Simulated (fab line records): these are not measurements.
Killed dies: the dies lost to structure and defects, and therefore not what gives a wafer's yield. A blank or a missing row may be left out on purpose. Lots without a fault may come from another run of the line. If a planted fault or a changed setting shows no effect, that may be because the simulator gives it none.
Chamber matching :: flow gf180mcu :: GF_V2_CVD_00 on hdpcvd-02: 3 sister chambers
The step deposits SiO2, target thk 600 nm, time 100 s. 6 wafers are shown with their chamber, then 7 later ones without.

## WAFERS WITH THEIR CHAMBER
wafer: L755.4
chamber: 0
runLengthS (s): 128.1
pressureMtorr (mTorr): 6.005

wafer: L759.2
chamber: 1
runLengthS (s): 127.2
pressureMtorr (mTorr): 6.001

wafer: L759.5
chamber: 2
runLengthS (s): 127.2
pressureMtorr (mTorr): 5.965

wafer: L759.6
chamber: 1
runLengthS (s): 127.0
pressureMtorr (mTorr): 6.002

wafer: L764.1
chamber: 0
runLengthS (s): 128.4
pressureMtorr (mTorr): 6.019

wafer: L764.3
chamber: 2
runLengthS (s): 127.5
pressureMtorr (mTorr): 5.990

## WAFERS MISSING THEIR CHAMBER
wafer: L764.4
runLengthS (s): 127.7
pressureMtorr (mTorr): 6.017

wafer: L770.1
runLengthS (s): 127.0
pressureMtorr (mTorr): 5.990

wafer: L770.2
runLengthS (s): 127.8
pressureMtorr (mTorr): 5.989

wafer: L770.6
runLengthS (s): 127.1
pressureMtorr (mTorr): 6.002

wafer: L772.1
runLengthS (s): 127.2
pressureMtorr (mTorr): 6.000

wafer: L772.2
runLengthS (s): 127.5
pressureMtorr (mTorr): 6.000

wafer: L772.4
runLengthS (s): 127.3
pressureMtorr (mTorr): 6.018

## WHICH CHAMBER EACH ONE RAN IN
wafer: L764.4
from the rows above: can't be placed: 0 or 1 or 2
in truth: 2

wafer: L770.1
from the rows above: can't be placed: 1 or 2
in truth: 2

wafer: L770.2
from the rows above: can't be placed: 2 or 0 or 1
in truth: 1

wafer: L770.6
from the rows above: 1
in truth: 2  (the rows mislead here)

wafer: L772.1
from the rows above: can't be placed: 1 or 2
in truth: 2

wafer: L772.2
from the rows above: can't be placed: 2 or 1 or 0
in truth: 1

wafer: L772.4
from the rows above: can't be placed: 1 or 2
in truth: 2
Placed correctly: 0 of 7. From these rows, 6 cannot be placed; in 6 the true chamber is one of the candidates. 1 placed wrongly.
How it was worked out, from the rows above alone: a wafer's distance from a chamber is the root of the sum, over the readings, of the square of ((its reading less the chamber's mean) divided by the reading's scatter). If the next closest chamber is less than 2 further off than the closest, the wafer can't be placed; otherwise it belongs to the closest. Each chamber's mean is taken over the wafers shown for it. The scatter: take each reading less its chamber's mean, square it, sum over the shown wafers, divide by the number of wafers less the number of chambers, and take the root.
